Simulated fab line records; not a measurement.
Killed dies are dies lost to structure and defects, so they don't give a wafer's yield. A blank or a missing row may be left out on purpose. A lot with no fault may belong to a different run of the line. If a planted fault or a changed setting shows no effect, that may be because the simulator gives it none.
fab line records	flow sfq_line
record: lots: 6	wafers: 18	last_day: 91
route steps=325 shown M1@62 I1@73 M2@88 I2@103 M8@325
lots that met no fault: taken from a fault-free run of the same line
start_h: start of the lot's first displayed wafer, in hours after the record's first day	wait_h: hours elapsed since this lot's preceding step	" unchanged from the row above	L1.1+2: several wafers, shown together as one row	- no value, or no start was given	* or withheld: withheld	< > ~ a bound
route shown NAME@n: NAME is a module with steps in the file, n the number in the route of the first one	usual: mean/standard deviation of fault-free wafers	same: alike in all rows	chamber/n: place in a boat	sites: each site's reading	_std_site: standard deviation across them	_edge_site: the outer-site mean with the inner-site mean subtracted	radius_mm: for every site, how far away it sits from the centre of the wafer	mask NAME#n: copy n	behind: the most recent tool/chamber to have shaped the wafer	hold: cause of the lot's hold/its duration in hours/its outcome	device: transistor that didn't switch, given as n, p or np	end of line: the same wafers' tests at the end of the route	where a step has no rows: the recipe by itself	killed: at the first sort, the dies lost to defects and structure; wafer yield is something else	map: dies across one wafer; x = killed, . = not, _ = none there
set.NAME: the setting that was run; set.NAME@STEP: the one run at that earlier step	model.NAME: the simulator's own value behind a step, which no gauge read
lots at some steps of the route; a table a step, a row a wafer
services: from which hour (start_h, from the record's first day; less than 0 if before it) a tool's chamber was out of use, for how many hours, and why
== steps ==
step: SFQ_TRILAYER_M1_LITHO_COAT_044
recipe: resist: BARC	spin_rpm: 3000	resist_thk_nm: 62
step: SFQ_TRILAYER_M1_LITHO_COAT_039
recipe: resist: KrF	spin_rpm: 3000	resist_thk_nm: 600
step: SFQ_TRILAYER_M1_LITHO_SOFTBAKE_043
recipe: temp_c: withheld	time_s: withheld	resist: KrF
step: SFQ_TRILAYER_M1_LITHO_EXPOSE_040
recipe: mask_id: M1	na: 0.6	source_shape: conventional	sigma_outer: 0.65	target_cd_nm: 500	dose_mj: 14.4
step: SFQ_TRILAYER_M1_LITHO_PEB_042
recipe: peb_temp_c: 115	peb_time_s: 60	resist: KrF
step: SFQ_TRILAYER_M1_LITHO_DEVELOP_041
recipe: time_s: 60	resist: KrF
step: SFQ_M1_OVL_MEAS_911
usual: M1_OVL: -1/5
lot.wafer	tool	chamber	start_h	wait_h	M1_OVL[nm]
L784.2	overlay-01	-	255.50	0.1	-3
L784.3	"	-	"	"	2
L784.5	"	-	"	"	-5
L791.4	overlay-02	-	298.71	0.1	-1
L791.5	"	-	"	"	-11
L791.6	"	-	"	"	-1
L792.3	overlay-01	-	303.51	0.1	-4
L792.4	"	-	"	"	2
L792.5	"	-	"	"	-4
L796.1	overlay-02	-	333.70	0.1	0
L796.2	"	-	"	"	-3
L796.4	"	-	"	"	-5
L805.3	overlay-01	-	407.32	0.1	-4
L805.4	"	-	"	"	0
L805.5	"	-	"	"	1
L806.3	overlay-02	-	413.32	0.1	-3
L806.5	"	-	"	"	-1
L806.6	"	-	"	"	-7
step: SFQ_TRILAYER_M1_BARC_OPEN_METAL_ETCH_054
recipe: mask_material: PR	chemistry: O2	target_depth_nm: 125	target: BARC	icp_w: 600	bias_w: 80	pressure_mtorr: 10	time_s: 41.7
usual: drypump_motor_current_A: 5.5/0.54	oes_product_au: 0.685/0.0051
same: time_s: 41.7
lot.wafer	tool	chamber	start_h	wait_h	drypump_motor_current_A	oes_product_au	rf_hours_counter_h
L784.2	rie_metal-04	0	255.53	0.0	5.0	0.684	63
L784.3	"	1	"	"	6.1	0.681	-
L784.5	"	0	"	"	5.0	0.683	-
L791.4	rie_metal-04	1	298.76	0.0	6.2	0.690	-
L791.5	"	0	"	"	5.0	0.678	-
L791.6	"	1	"	"	6.2	0.684	-
L792.3	rie_metal-02	0	303.55	0.0	5.8	0.685	-
L792.4	"	1	"	"	4.8	0.680	-
L792.5	"	0	"	"	5.8	0.684	-
L796.1	rie_metal-01	1	333.74	0.0	5.0	0.681	42
L796.2	"	0	"	"	5.8	0.689	63
L796.4	"	1	"	"	5.0	0.683	-
L805.3	rie_metal-04	1	407.36	0.0	6.2	0.692	-
L805.4	"	0	"	"	5.0	0.683	-
L805.5	"	0	"	"	5.0	0.677	-
L806.3	rie_metal-01	0	413.36	0.0	5.8	0.683	-
L806.5	"	1	"	"	5.0	0.685	-
L806.6	"	0	"	"	5.8	0.686	-
step: SFQ_TRILAYER_M1_ETCH_METAL_ETCH_042
recipe: target: Nb	stop_on: SiO2	mask_material: PR	chemistry: Cl2/Ar	target_depth_nm: 240	icp_w: 600	bias_w: 80	pressure_mtorr: 10	time_s: 120
usual: drypump_motor_current_A: 5.5/0.54	oes_product_au: 0.892/0.0065
same: time_s: 120
lot.wafer	tool	chamber	start_h	wait_h	drypump_motor_current_A	oes_product_au	rf_hours_counter_h
L784.2	rie_metal-04	0	255.59	0.0	5.0	0.891	63
L784.3	"	1	"	"	6.1	0.897	-
L784.5	"	0	"	"	5.0	0.900	-
L791.4	rie_metal-04	1	298.87	0.1	6.2	0.895	-
L791.5	"	0	"	"	5.0	0.883	-
L791.6	"	1	"	"	6.2	0.894	-
L792.3	rie_metal-02	0	303.63	0.1	5.8	0.881	-
L792.4	"	1	"	"	4.8	0.895	-
L792.5	"	0	"	"	5.8	0.893	-
L796.1	rie_metal-01	1	333.80	0.0	5.0	0.894	42
L796.2	"	0	"	"	5.8	0.897	63
L796.4	"	1	"	"	5.0	0.892	-
L805.3	rie_metal-04	1	407.44	0.1	6.2	0.892	-
L805.4	"	0	"	"	5.0	0.892	-
L805.5	"	0	"	"	5.0	0.884	-
L806.3	rie_metal-01	0	413.44	0.1	5.8	0.884	-
L806.5	"	1	"	"	5.0	0.888	-
L806.6	"	0	"	"	5.9	0.895	-
step: SFQ_TRILAYER_M1_STRIP_STRIP_043
recipe: gas: O2	power_w: 200	platen_temp_c: 40	overash_fraction: 0.65	chemistry: O2	pressure_mtorr: 50
step: SFQ_TRILAYER_M1_STRIP_SOLV_CLEAN_044
recipe: chemistry: NMP	temp_c: 70	time_s: 600
step: SFQ_TRILAYER_I1_DEP_PECVD_045
recipe: material: SiO2	temp_c: 150	time_s: 111.11	pressure_torr: 2.4	rf_w: 183.3	precursor: SiH4/N2O	target_thk_nm: 500
step: SFQ_TRILAYER_I1_CMP_CMP_046
recipe: material: SiO2	down_force_psi: 3	platen_rpm: 60	pad_velocity_m_s: 0.94248
usual: motor_current_A: 10.2/1.4	time_to_endpoint_s: 217/7.4
lot.wafer	tool	chamber	start_h	wait_h	motor_current_A	time_to_endpoint_s	model.SiO2_of_TRILAYER_I1_DEP_PECVD_045.thk_nm
L784.2	cmp-01	2	259.10	2.6	10.2	213	198.7
L784.3	"	3	"	"	11.0	210	198.5
L784.5	"	1	260.60	4.0	7.3	223	201.9
L791.4	cmp-01	0	309.17	9.1	12.6	214	199.4
L791.6	"	2	310.17	10.1	10.7	251	149.6
L791.5	"	3	"	"	10.5	250	149.1
L792.3	cmp-01	2	314.67	10.1	9.8	252	150
L792.4	"	0	315.67	11.1	12.3	215	199.1
L792.5	"	2	316.67	12.1	9.7	256	149.8
L796.4	cmp-02	2	338.09	3.3	11.4	223	202.3
L796.1	"	0	339.09	4.3	10.3	210	200.5
L796.2	"	1	"	"	10.3	207	199.4
L805.3	cmp-02	0	411.87	3.5	10.8	216	197.6
L805.4	"	1	"	"	10.0	212	198.8
L805.5	"	1	414.37	6.0	10.1	219	198.2
L806.3	cmp-02	3	417.87	3.5	8.8	210	200.5
L806.5	"	3	419.87	5.5	8.2	214	197.5
L806.6	"	0	"	"	10.2	210	199.3
step: SFQ_I1_BOW_MEAS_912
recipe: mode: bow
usual: I1_BOW: 2/7.2
lot.wafer	tool	chamber	start_h	wait_h	I1_BOW[um]
L784.2	film_metro-02	-	261.62	2.0	-11
L784.3	"	-	"	"	1
L784.5	"	-	"	"	-10
L791.4	film_metro-03	-	311.23	1.6	0
L791.5	"	-	"	"	-7
L791.6	"	-	"	"	0
L792.3	film_metro-03	-	317.21	2.0	10
L792.4	"	-	"	"	7
L792.5	"	-	"	"	13
L796.1	film_metro-04	-	341.09	1.5	14
L796.2	"	-	"	"	9
L796.4	"	-	"	"	6
L805.3	film_metro-03	-	414.91	2.5	16
L805.4	"	-	"	"	16
L805.5	"	-	"	"	7
L806.3	film_metro-02	-	420.91	2.5	4
L806.5	"	-	"	"	4
L806.6	"	-	"	"	-2
step: SFQ_TRILAYER_I1_METRO_MEASURE_047
usual: thk_nm: 200.0/1
lot.wafer	tool	chamber	start_h	wait_h	thk_nm
L784.2	film_metro-02	-	261.92	0.3	198.7
L784.3	"	-	"	"	198.5
L784.5	"	-	"	"	202.1
L791.4	film_metro-03	-	311.89	0.6	199.6
L791.5	"	-	"	"	149.1
L791.6	"	-	"	"	149.6
L792.3	film_metro-03	-	317.69	0.5	149.9
L792.4	"	-	"	"	199.1
L792.5	"	-	"	"	149.9
L796.1	film_metro-04	-	341.21	0.1	200.5
L796.2	"	-	"	"	199.4
L796.4	"	-	"	"	202.4
L805.3	film_metro-03	-	415.39	0.5	197.6
L805.4	"	-	"	"	199.1
L805.5	"	-	"	"	198.3
L806.3	film_metro-02	-	421.39	0.5	200.6
L806.5	"	-	"	"	197.5
L806.6	"	-	"	"	199.1
step: SFQ_TRILAYER_I1_VIA_LITHO_COAT_054
recipe: resist: BARC	spin_rpm: 3000	resist_thk_nm: 62
step: SFQ_TRILAYER_I1_VIA_LITHO_COAT_049
recipe: resist: KrF	spin_rpm: 3000	resist_thk_nm: 650
step: SFQ_TRILAYER_I1_VIA_LITHO_SOFTBAKE_053
recipe: temp_c: withheld	time_s: withheld	resist: KrF
step: SFQ_TRILAYER_I1_VIA_LITHO_EXPOSE_050
recipe: mask_id: I1	na: 0.6	source_shape: conventional	sigma_outer: 0.65	target_cd_nm: 500	dose_mj: 21.3
step: SFQ_TRILAYER_I1_VIA_LITHO_PEB_052
recipe: peb_temp_c: 115	peb_time_s: 60	resist: KrF
step: SFQ_TRILAYER_I1_VIA_LITHO_DEVELOP_051
recipe: time_s: 60	resist: KrF
step: SFQ_I1_OVL_MEAS_913
usual: I1_OVL: 0/5.4
lot.wafer	tool	chamber	start_h	wait_h	I1_OVL[nm]
L784.2	overlay-01	-	389.11	0.1	2
L784.3	"	-	"	"	2
L784.5	"	-	"	"	-1
L791.4	overlay-01	-	446.28	0.1	6
L791.5	"	-	"	"	7
L791.6	"	-	"	"	13
L792.3	overlay-01	-	460.25	0.1	-3
L792.4	"	-	"	"	-6
L792.5	"	-	"	"	0
L796.1	overlay-02	-	492.40	0.1	3
L796.2	"	-	"	"	0
L796.4	"	-	"	"	-4
L805.3	overlay-01	-	573.69	0.1	5
L805.4	"	-	"	"	-4
L805.5	"	-	"	"	1
L806.3	overlay-02	-	583.29	0.1	7
L806.5	"	-	"	"	-3
L806.6	"	-	"	"	-1
step: SFQ_TRILAYER_I1_VIA_BARC_OPEN_VIA_ETCH_071
recipe: mask_material: PR	chemistry: O2	target_depth_nm: 125	target: BARC	source_w: 500	bias_w: 80	pressure_mtorr: 30	time_s: 41.7
step: SFQ_TRILAYER_I1_VIA_ETCH_VIA_ETCH_052
recipe: target: SiO2	stop_on: Nb	mask_material: PR	taper_deg: 20	chemistry: CHF3	target_depth_nm: 260	source_w: 500	bias_w: 80	pressure_mtorr: 30	time_s: withheld
usual: drypump_motor_current_A: 5.5/0.46	oes_product_au: 0.854/0.0049
lot.wafer	tool	chamber	start_h	wait_h	drypump_motor_current_A	oes_product_au	model.etch.depth_nm	model.I1.feature_depth_nm
L784.2	rie_diel-01	0	389.18	0.0	6.4	0.848	198.7	198.7
L784.3	"	1	"	"	4.9	0.853	198.5	198.5
L784.5	"	1	"	"	4.9	0.859	201.9	201.9
L791.4	rie_diel-04	2	446.33	0.0	5.4	0.852	199.4	199.4
L791.5	"	0	"	"	5.7	0.732	149.1	149.1
L791.6	"	1	"	"	5.8	0.733	149.6	149.6
L792.3	rie_diel-03	3	460.31	0.0	4.9	0.735	150	150
L792.4	"	2	"	"	5.7	0.852	199.1	199.1
L792.5	"	1	"	"	5.6	0.730	149.8	149.8
L796.1	rie_diel-03	1	492.48	0.0	5.6	0.856	200.5	200.5
L796.2	"	3	"	"	4.9	0.860	199.4	199.4
L796.4	"	0	"	"	4.8	0.861	202.3	202.3
L805.3	rie_diel-04	2	573.76	0.0	5.4	0.852	197.6	197.6
L805.4	"	3	"	"	5.7	0.843	198.8	198.8
L805.5	"	0	"	"	5.7	0.851	198.2	198.2
L806.3	rie_diel-03	1	583.36	0.0	5.6	0.856	200.5	200.5
L806.5	"	3	"	"	4.9	0.848	197.5	197.5
L806.6	"	0	"	"	4.8	0.854	199.3	199.3
step: SFQ_TRILAYER_I1_VIA_STRIP_STRIP_053
recipe: gas: O2	power_w: 200	platen_temp_c: 40	overash_fraction: 0.65	chemistry: O2	pressure_mtorr: 50
usual: drypump_motor_current_A: 5.3/0.41	oes_product_au: 1.003/0.0084
lot.wafer	tool	chamber	start_h	wait_h	drypump_motor_current_A	oes_product_au	rf_hours_counter_h
L784.2	rie_metal-03	0	389.30	-	5.6	1.005	148
L784.3	"	1	"	"	4.9	1.004	-
L784.5	"	0	"	"	5.6	1.007	-
L791.4	rie_metal-03	0	446.65	-	5.7	1.006	-
L791.5	"	1	"	"	4.9	1.007	-
L791.6	"	0	"	"	5.7	1.006	-
L792.3	rie_metal-02	1	460.62	-	4.8	0.997	-
L792.4	"	0	"	"	5.8	0.995	-
L792.5	"	1	"	"	4.8	1.004	-
L796.1	rie_metal-03	0	492.59	-	5.6	1.001	166
L796.2	"	0	"	"	5.6	1.006	-
L796.4	"	0	"	"	5.6	0.995	-
L805.3	rie_metal-01	0	574.07	-	5.8	0.990	-
L805.4	"	1	"	"	5.0	1.003	-
L805.5	"	0	"	"	5.8	0.998	-
L806.3	rie_metal-03	1	583.67	-	4.9	1.004	-
L806.5	"	0	"	"	5.7	1.008	-
L806.6	"	1	"	"	4.9	1.013	-
step: SFQ_TRILAYER_I1_VIA_STRIP_SOLV_CLEAN_054
recipe: chemistry: NMP	temp_c: 70	time_s: 600
step: SFQ_TRILAYER_M2_DEP_PRE_CLEAN_056
recipe: gas: Ar	time_s: 22.5	bias_v: 250
usual: bias_v: 249.5/2.6
same: time_s: 22.5
lot.wafer	tool	chamber	start_h	wait_h	bias_v	model.SiO2_of_TRILAYER_I1_DEP_PECVD_045.thk_nm
L784.2	pvd_sputter-05	-	390.07	0.0	249.0	191.2
L784.3	"	-	"	"	250.7	191
L784.5	"	-	"	"	245.4	194.4
L791.4	pvd_sputter-05	-	447.25	0.0	251.0	191.9
L791.5	"	-	"	"	251.3	141.6
L791.6	"	-	"	"	253.3	142.1
L792.3	pvd_sputter-04	-	461.23	0.0	249.5	142.5
L792.4	"	-	"	"	251.4	191.6
L792.5	"	-	"	"	247.7	142.3
L796.1	pvd_sputter-05	-	493.98	0.0	248.5	193
L796.2	"	-	"	"	249.3	191.9
L796.4	"	-	"	"	250.3	194.8
L805.3	pvd_sputter-05	-	574.65	0.0	247.3	190.1
L805.4	"	-	"	"	247.7	191.3
L805.5	"	-	"	"	249.9	190.7
L806.3	pvd_sputter-04	-	584.42	0.0	248.6	193
L806.5	"	-	"	"	242.3	190
L806.6	"	-	"	"	248.9	191.8
step: SFQ_TRILAYER_M2_DEP_SPUTTER_055
recipe: material: Nb	base_pressure_pa: 1.33e-06	chamber_pressure_pa: 0.1333	substrate_temp_c: 20	resputter_cathode_voltage_v: 400	target_thk_nm: 200	power_w: 2000	time_s: 133.3
step: SFQ_M2_RS_MEAS_914
recipe: thk_meas_gauge: four-point-probe	reads: Nb_of_TRILAYER_M2_DEP_SPUTTER_055
usual: M2_NB_RS: 0.889/0.0095
lot.wafer	tool	chamber	start_h	wait_h	M2_NB_RS[ohm/sq]
L784.2	film_metro-03	-	390.21	0.1	0.884
L784.3	"	-	"	"	0.878
L784.5	"	-	"	"	0.868
L791.4	film_metro-04	-	447.42	0.1	0.897
L791.5	"	-	"	"	0.900
L791.6	"	-	"	"	0.887
L792.3	film_metro-01	-	461.39	0.1	0.892
L792.4	"	-	"	"	0.887
L792.5	"	-	"	"	0.894
L796.1	film_metro-04	-	494.12	0.1	0.882
L796.2	"	-	"	"	0.886
L796.4	"	-	"	"	0.887
L805.3	film_metro-03	-	574.81	0.1	0.890
L805.4	"	-	"	"	0.893
L805.5	"	-	"	"	0.883
L806.3	film_metro-03	-	584.58	0.1	0.885
L806.5	"	-	"	"	0.886
L806.6	"	-	"	"	0.883
step: SFQ_TRILAYER_M2_LITHO_COAT_062
recipe: resist: BARC	spin_rpm: 3000	resist_thk_nm: 62
step: SFQ_TRILAYER_M2_LITHO_COAT_057
recipe: resist: KrF	spin_rpm: 3000	resist_thk_nm: 600
step: SFQ_TRILAYER_M2_LITHO_SOFTBAKE_061
recipe: temp_c: withheld	time_s: withheld	resist: KrF
step: SFQ_TRILAYER_M2_LITHO_EXPOSE_058
recipe: mask_id: M2	na: 0.6	source_shape: conventional	sigma_outer: 0.65	target_cd_nm: 500	dose_mj: 14.4
step: SFQ_TRILAYER_M2_LITHO_PEB_060
recipe: peb_temp_c: 115	peb_time_s: 60	resist: KrF
step: SFQ_TRILAYER_M2_LITHO_DEVELOP_059
recipe: time_s: 60	resist: KrF
step: SFQ_M2_OVL_MEAS_916
usual: M2_OVL: -3/4.6
lot.wafer	tool	chamber	start_h	wait_h	M2_OVL[nm]
L784.2	overlay-02	-	548.39	0.1	6
L784.3	"	-	"	"	0
L784.5	"	-	"	"	0
L791.4	overlay-02	-	616.90	0.1	5
L791.5	"	-	"	"	-1
L791.6	"	-	"	"	4
L792.3	overlay-01	-	631.29	0.1	-5
L792.4	"	-	"	"	-6
L792.5	"	-	"	"	3
L796.1	overlay-02	-	661.20	0.1	-5
L796.2	"	-	"	"	-3
L796.4	"	-	"	"	-5
L805.3	overlay-02	-	743.07	0.1	-9
L805.4	"	-	"	"	-10
L805.5	"	-	"	"	-7
L806.3	overlay-01	-	751.47	0.1	-4
L806.5	"	-	"	"	-5
L806.6	"	-	"	"	-12
step: SFQ_TRILAYER_M2_BARC_OPEN_METAL_ETCH_077
recipe: mask_material: PR	chemistry: O2	target_depth_nm: 125	target: BARC	icp_w: 600	bias_w: 80	pressure_mtorr: 10	time_s: 41.7
step: SFQ_TRILAYER_M2_ETCH_METAL_ETCH_060
recipe: target: Nb	stop_on: SiO2	mask_material: PR	chemistry: Cl2/Ar	target_depth_nm: 240	icp_w: 600	bias_w: 80	pressure_mtorr: 10	time_s: 120
usual: drypump_motor_current_A: 5.4/0.47	oes_product_au: 0.895/0.0066
same: time_s: 120
lot.wafer	tool	chamber	start_h	wait_h	drypump_motor_current_A	oes_product_au	rf_hours_counter_h
L784.2	rie_metal-01	0	548.48	0.0	5.9	0.903	99
L784.3	"	0	"	"	5.9	0.903	-
L784.5	"	0	"	"	5.8	0.902	-
L791.4	rie_metal-01	0	617.02	0.1	5.9	0.893	-
L791.5	"	1	"	"	5.0	0.895	-
L791.6	"	0	"	"	5.9	0.898	-
L792.3	rie_metal-03	1	631.42	0.1	4.9	0.890	-
L792.4	"	0	"	"	5.6	0.889	-
L792.5	"	0	"	"	5.6	0.893	-
L796.1	rie_metal-01	1	661.29	0.0	5.0	0.897	93
L796.2	"	0	"	"	5.8	0.888	113
L796.4	"	0	"	"	5.9	0.899	-
L805.3	rie_metal-04	0	743.19	0.1	5.0	0.896	-
L805.4	"	1	"	"	6.2	0.900	-
L805.5	"	1	"	"	6.2	0.900	-
L806.3	rie_metal-01	0	751.59	0.1	5.8	0.903	-
L806.5	"	1	"	"	5.0	0.895	-
L806.6	"	0	"	"	5.8	0.903	-
step: SFQ_TRILAYER_M2_STRIP_STRIP_061
recipe: gas: O2	power_w: 200	platen_temp_c: 40	overash_fraction: 0.65	chemistry: O2	pressure_mtorr: 50
usual: drypump_motor_current_A: 5.4/0.46	oes_product_au: 1.001/0.0085
lot.wafer	tool	chamber	start_h	wait_h	drypump_motor_current_A	oes_product_au	rf_hours_counter_h
L784.2	rie_metal-01	0	548.60	0.1	5.9	0.980	99
L784.3	"	0	"	"	5.8	0.993	-
L784.5	"	0	"	"	5.8	0.994	-
L791.4	rie_metal-01	0	617.30	0.2	5.8	0.993	-
L791.5	"	1	"	"	5.0	0.998	-
L791.6	"	0	"	"	5.8	0.984	-
L792.3	rie_metal-03	1	631.70	0.2	4.9	1.021	-
L792.4	"	0	"	"	5.6	0.999	-
L792.5	"	0	"	"	5.6	1.006	-
L796.1	rie_metal-01	1	661.42	0.1	5.0	1.011	93
L796.2	"	0	"	"	5.8	1.003	113
L796.4	"	0	"	"	5.8	0.988	-
L805.3	rie_metal-04	0	743.47	0.2	5.1	0.997	-
L805.4	"	1	"	"	6.2	0.998	-
L805.5	"	1	"	"	6.2	0.997	-
L806.3	rie_metal-01	0	751.87	0.2	5.8	0.992	-
L806.5	"	1	"	"	5.0	1.015	-
L806.6	"	0	"	"	5.8	0.989	-
step: SFQ_TRILAYER_M2_STRIP_SOLV_CLEAN_062
recipe: chemistry: NMP	temp_c: 70	time_s: 600
step: SFQ_TRILAYER_I2_DEP_PECVD_063
recipe: material: SiO2	temp_c: 150	time_s: 111.11	pressure_torr: 2.4	rf_w: 183.3	precursor: SiH4/N2O	target_thk_nm: 500
step: SFQ_M8_BOW_MEAS_951
recipe: mode: bow
usual: M8_BOW: 10/9.5
lot.wafer	tool	chamber	start_h	wait_h	M8_BOW[um]	model.etest.i1.link_ohm
L784.2	film_metro-01	-	1997.62	0.0	0	1.954
L784.3	"	-	"	"	11	1.945
L784.5	"	-	"	"	1	1.936
L791.4	film_metro-02	-	2028.32	0.1	22	1.98
L791.5	"	-	"	"	13	1.946
L791.6	"	-	"	"	22	1.932
L792.3	film_metro-01	-	2030.56	0.0	20	1.934
L792.4	"	-	"	"	18	1.96
L792.5	"	-	"	"	22	1.932
L796.1	film_metro-03	-	2132.19	0.0	21	1.962
L796.2	"	-	"	"	17	1.962
L796.4	"	-	"	"	14	1.961
L805.3	film_metro-02	-	2182.27	0.0	31	1.967
L805.4	"	-	"	"	30	1.972
L805.5	"	-	"	"	21	1.966
L806.3	film_metro-03	-	2183.47	0.0	9	1.969
L806.5	"	-	"	"	10	1.958
L806.6	"	-	"	"	5	1.969
== services ==
tool	chamber	start_h	hours	kind
cmp-02	-	233.79	4.0	pm
pvd_sputter-05	-	236.82	1.8	repair
film_metro-03	-	238.36	0.9	repair
cmp-02	-	258.79	6.4	pm
cmp-01	-	267.60	7.6	pm
cmp-02	-	274.08	1.0	repair
cmp-02	-	274.16	0.5	repair
cmp-01	-	278.40	0.3	repair
rie_metal-02	-	284.22	1.9	repair
rie_metal-01	1	289.50	2.4	repair
rie_diel-03	2	293.35	8.2	repair
film_metro-03	-	298.25	4.5	repair
rie_metal-03	1	313.36	6.5	repair
pvd_sputter-05	-	337.76	2.0	repair
rie_metal-04	-	381.73	10.0	pm
rie_metal-03	1	390.97	9.3	repair
rie_metal-01	-	402.51	0.5	repair
rie_metal-01	-	416.82	2.8	pm
rie_metal-04	0	443.86	2.6	repair
rie_metal-03	-	479.56	0.6	repair
pvd_sputter-05	-	542.43	2.3	repair
rie_metal-03	-	611.95	2.8	pm
pvd_sputter-05	-	685.50	6.9	repair
pvd_sputter-05	-	734.75	3.0	repair
== key ==
first_sign: step: SFQ_TRILAYER_I1_CMP_CMP_046	reading: time_to_endpoint_s	direction: up	sigmas: 4.7	usual: *	struck: *
effect: step: SFQ_TRILAYER_I1_METRO_MEASURE_047	reading: thk_nm	direction: down	sigmas: 49	usual: 200.0	struck: 149.6
effect: step: SFQ_TRILAYER_I1_VIA_ETCH_VIA_ETCH_052	reading: oes_product_au	direction: down	sigmas: 25	usual: 0.854	struck: 0.732
model_effect: step: SFQ_TRILAYER_I1_CMP_CMP_046	value: SiO2_of_TRILAYER_I1_DEP_PECVD_045.thk_nm	without: 199.6	struck: 149.6
model_effect: step: SFQ_TRILAYER_I1_VIA_ETCH_VIA_ETCH_052	value: etch.depth_nm	without: 199.6	struck: 149.6
model_effect: step: SFQ_TRILAYER_M2_DEP_PRE_CLEAN_056	value: SiO2_of_TRILAYER_I1_DEP_PECVD_045.thk_nm	without: 192.1	struck: 142.1
model_effect: step: SFQ_M8_BOW_MEAS_951	value: etest.i1.link_ohm	without: 1.983	struck: 1.936
met_at SFQ_TRILAYER_I1_CMP_CMP_046
struck_wafers L791.5,L791.6,L792.3,L792.5
onset_between 259.10 309.17
fault: kind: process_parameter_drift	tool: cmp-01	chamber: -	onset_h: 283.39	steps: SFQ_TRILAYER_I1_CMP_CMP_046	channel: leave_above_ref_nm	offset: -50	shape: step	end_h: 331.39	scope: struck_wafers_only	acts_in: these_recipes_only	stated: 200
